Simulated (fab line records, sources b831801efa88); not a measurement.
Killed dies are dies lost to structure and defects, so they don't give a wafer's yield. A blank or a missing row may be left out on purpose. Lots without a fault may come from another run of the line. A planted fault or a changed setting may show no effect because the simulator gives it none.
A struck lot beside a sound one | flow sky130 | 28 steps out of a route of 708
Sound: wafers L155.4, L155.5, L155.6. Struck: wafers L161.1, L161.2, L161.6. The cause comes at the end.
At each step with rows: each side's tool, then ch and its chambers, then its first start. Under that, the readings that differ: sound wafers | struck wafers | difference of the means | sigmas: that difference in standard deviations of wafers without a fault.
alike: readings whose means differ by less than 2 such deviations, and words and numbers that are the same on both sides. not compared: withheld readings, readings that some wafer has no value for, bounds like >300 that may hide the same value, and numbers for which the record gives no deviation and whose values overlap.
The two part at a step that has a row with sigmas, a row that says differs or no value, or rows on one side only. Numbers that don't overlap but have no deviation are shown without sigmas and don't part them. A reading that every wafer of one side lacks parts them only if that side has two wafers or more.

SKY_SD_P_OVL_MEAS_08:
  sound on overlay-01, day 25 21:48; struck on overlay-02, day 28 15:00
  alike: SD_P_OVL
then, 1 step without rows for these wafers: SKY_SD_P_IMPLANT_09.
SKY_SD_P_STRIP_10: strips in O2/N2.
  sound on plasma_asher-03 ch 0,1, day 25 22:00; struck on plasma_asher-01 ch 0,1, day 28 15:11
  alike: drypump_motor_current_A, oes_product_au, strip_time_to_endpoint_s
  not compared: rf_hours_counter_h
SKY_SD_P_TW_MEAS_11:
  sound on film_metro-04, day 25 22:06; struck on film_metro-01, day 28 15:17
  alike: SD_P_TW
then, 8 steps without rows for these wafers: SKY_RES_XHIGH_DEHYDRATE_00 (time 60 s); SKY_RES_XHIGH_HMDS_01 (prime time 60 s); SKY_RES_XHIGH_COAT_02 (resist thk 1140 nm); SKY_RES_XHIGH_SOFTBAKE_03 (time 60 s); SKY_RES_XHIGH_EXPOSE_04 (exposes mask URPM, target cd 1270 nm); SKY_RES_XHIGH_PEB_05; SKY_RES_XHIGH_DEVELOP_06 (develop time 60 s); SKY_RES_XHIGH_IMPLANT_07.
SKY_RES_XHIGH_STRIP_08: strips in O2/N2.
  sound on plasma_asher-04 ch 0,1, day 27 03:07; struck on plasma_asher-02 ch 0,1, day 29 19:58
  reading                                        | sound             | struck            | difference                    | sigmas
  oes_product_au (a.u.)                          | 0.711 0.710 0.707 | 0.924 0.931 0.941 | +0.223                        | +51
  strip_time_to_endpoint_s (s)                   | 14.25 14.26 14.23 | - - -             | no value on the struck wafers |
  model.NOVOLAK_of_RES_XHIGH_COAT_02.thk_nm (nm) | 0 0 0             | 439.5 440.9 440.1 | +440.2                        |
  alike: drypump_motor_current_A
  not compared: rf_hours_counter_h
SKY_RES_XHIGH_TW_MEAS_09:
  sound on film_metro-02, day 27 03:13; struck on film_metro-02, day 29 20:04
  alike: RES_XHIGH_TW
then, 7 steps without rows for these wafers: SKY_SD_N_DEHYDRATE_00 (time 60 s); SKY_SD_N_HMDS_01 (prime time 60 s); SKY_SD_N_COAT_02 (resist thk 1140 nm); SKY_SD_N_SOFTBAKE_03 (time 60 s); SKY_SD_N_EXPOSE_04 (exposes mask NSDM, target cd 380 nm); SKY_SD_N_PEB_05; SKY_SD_N_DEVELOP_06 (develop time 60 s).
SKY_SD_N_CD_MEAS_07: target cd 380 nm.
  sound on cd_sem-01, day 28 08:20; struck on cd_sem-01, day 30 23:16
  alike: cd_nm
SKY_SD_N_OVL_MEAS_08:
  sound on overlay-02, day 28 08:25; struck on overlay-01, day 30 23:23
  alike: SD_N_OVL
then, 2 steps without rows for these wafers: SKY_SD_N_IMPLANT_09; SKY_SD_N_IMPLANT_10.
SKY_SD_N_STRIP_11: strips in O2/N2.
  sound on plasma_asher-02 ch 0,1, day 28 08:46; struck on plasma_asher-01 ch 0,1, day 30 23:43
  reading                      | sound             | struck            | difference | sigmas
  oes_product_au (a.u.)        | 0.519 0.530 0.528 | 0.576 0.581 0.570 | +0.050     | +11
  strip_time_to_endpoint_s (s) | 22.57 22.59 22.59 | 29.11 29.12 29.15 | +6.54      | +99 or more
  alike: drypump_motor_current_A
  not compared: rf_hours_counter_h
SKY_SD_N_TW_MEAS_12:
  sound on film_metro-02, day 28 08:52; struck on film_metro-04, day 30 23:49
  reading | sound          | struck   | difference | sigmas
  SD_N_TW | 3924 3931 3916 | 30 30 30 | -3894      | -99 or more
then, 1 step without rows for these wafers: SKY_SD_N_CLEAN_13 (cleans in SC1/SC2, time 150 s).

WHERE THEY PART
First at SKY_RES_XHIGH_STRIP_08; last, within this record, at SKY_SD_N_TW_MEAS_12.

WHY: what the simulator had put in
Strip aborted: plasma_asher-02, from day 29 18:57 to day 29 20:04, at SKY_RES_XHIGH_STRIP_08. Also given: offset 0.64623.
